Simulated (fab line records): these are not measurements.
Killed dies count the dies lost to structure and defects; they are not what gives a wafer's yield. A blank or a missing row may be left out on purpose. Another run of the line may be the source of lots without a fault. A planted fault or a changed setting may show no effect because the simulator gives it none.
Which tool was responsible?    flow gf180mcu    at 1 step of a route of 602, 12 lots with 36 wafers sampled

WHAT EACH GAUGE READ, for each wafer
GF_M3_OVL_MEAS_15.
lot   measured      on          M3_OVL (nm)
L075  day 21 16:52  overlay-01  -11 -6 -4
L077  day 22 15:28  overlay-02  1 1 0
L079  day 23 07:19  overlay-01  -1 -2 3
L081  day 23 22:28  overlay-01  1 -1 -2
L083  day 24 17:34  overlay-02  7 -1 -2
L085  day 25 12:50  overlay-02  -8 -5 -3
L088  day 26 20:04  overlay-01  -8 -12 -8
L089  day 27 02:37  overlay-01  -3 -1 -5
L092  day 27 21:43  overlay-01  2 -2 -1
L094  day 28 03:37  overlay-01  11 4 9
L095  day 28 10:07  overlay-02  -7 -4 -5
L097  day 29 01:38  overlay-01  -3 -6 -6

WHAT TOOL EACH LOT RAN ON (gives the tool, then ch and the chambers of the sampled wafers, and finally the start)
Before these readings, the record contains no process step.

THE ANSWER, worked out from the rows above alone
Rule: the lots themselves supply what counts as usual. Put in order of their means at a reading, lots are off if they are a third of the lots or fewer, leave a main group of 4 or more, and stand apart from it by a gap of 3 or more times the standard deviation of the main group's means; of several such gaps the widest counts. A main group whose means are all the same, to the digits that the tables above print for the reading, isn't used. Also off: a lot with no number at a reading for which 4 or more lots have one. Where the step has rows for the other lots, those lots are counted as sound.
Across all readings shown, no lot is off: no conclusion can be drawn from this.

WHAT THE SIMULATOR HAD INSERTED
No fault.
